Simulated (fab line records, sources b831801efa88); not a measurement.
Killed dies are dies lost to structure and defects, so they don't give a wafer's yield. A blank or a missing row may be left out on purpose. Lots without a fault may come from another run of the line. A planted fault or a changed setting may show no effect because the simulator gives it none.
Problem report in the 8D (eight disciplines) form, filled by code | flow gf180mcu | the parts of the form that need people (team, actions taken, sign-off) are left out

1. THE PROBLEM
NWELL_TW at GF_NWELL_TW_MEAS_11 reads a mean of 1740 on 6 wafers of 2 lots; wafers without a fault read 1569 with a standard deviation of 7.5. That is +23 standard deviations from the usual mean.
First seen on wafer L416.1, day 6 12:44, on film_metro-04. The record holds 36 wafers of 12 lots with a number at this step. Rule for "out", or "out of limits": more than 4 standard deviations from the usual mean. The other wafers with a number count as sound.

2. WHAT IT IS AND WHAT IT IS NOT
question                    | is                           | is not
which readings at this step | NWELL_TW                     | -
which lots                  | L416, L418                   | L402, L403, L405, L407, L408, L412, L413, L415, L417, L421
which wafers of those lots  | all that have a number       | -
read on which gauges        | film_metro-03, film_metro-04 | film_metro-02
when                        | from day 6 12:44             | up to then (24 sound wafers); but 6 sound wafers of L417, L421 came after

3. SUSPECTS, AND WHAT RULES EACH OUT
Counting: a tool at a process step up to the reading stays a suspect if it ran every lot that is out and no sound lot after the first of them.
- the gauge at GF_NWELL_TW_MEAS_11: ruled out. The wafers that are out were read on 2 gauges (film_metro-03, film_metro-04).
- implanter-04 at GF_NWELL_IMPLANT_08: kept. It ran every lot that is out, first L416 (day 6 12:20), and no sound lot after that; its last sound lot up to then is L415 (day 6 07:11). Its own readings are out on those wafers: tilt_deg.
Left after counting: implanter-04 at GF_NWELL_IMPLANT_08.

4. THE CAUSE (what the simulator had put in)
Process parameter drift: implanter-04, from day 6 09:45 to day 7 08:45, at GF_NWELL_IMPLANT_08. Setting tilt_deg, moved by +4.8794, from 0. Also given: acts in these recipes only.
Counting left only this tool.

5. THE CHAIN OF EFFECTS, in route order
Each row: a reading whose mean over the struck wafers that have a number lies more than 3 standard deviations from the usual. Only readings for which the record gives a usual standard deviation are gone through. hours: the time from each lot's start at the first step in this table that gives one to its start at this step, as a median over the lots. sigmas: the change in usual standard deviations.
hours | step                     | reading  | usual          | on struck wafers | change | sigmas
0     | GF_NWELL_IMPLANT_08      | tilt_deg | -0.003 degrees | 4.869            | +4.872 | +99 or more
0     | GF_NWELL_TW_MEAS_11      | NWELL_TW | 1569           | 1740             | +171   | +23
118   | GF_VT_IMPLANT_RS_MEAS_47 | NWELL_RS | 487.9 ohm/sq   | 647.7            | +159.8 | +99 or more
The process steps in it:
- GF_NWELL_IMPLANT_08
Later measuring or inspecting steps at which every struck wafer that the step has a row for has a number for every such reading, and none has moved that far: GF_HV_LDD_TW_MEAS_11, GF_HV_LDD_OVL_MEAS_47.

6. WHAT WOULD HAVE CAUGHT IT SOONER
In this record the first reading out of limits at a measuring or inspecting step was taken at day 6 12:44, 3 hours after the fault began at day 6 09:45.
The tool's own readings at GF_NWELL_IMPLANT_08 were out on every struck wafer that the step has a row for (tilt_deg): an alarm limit on them would have fired on the first of those.
Of the lots that are out (2), L418 began GF_NWELL_IMPLANT_08 on implanter-04 after day 6 12:44. A hold on the tool at that time would have spared it.
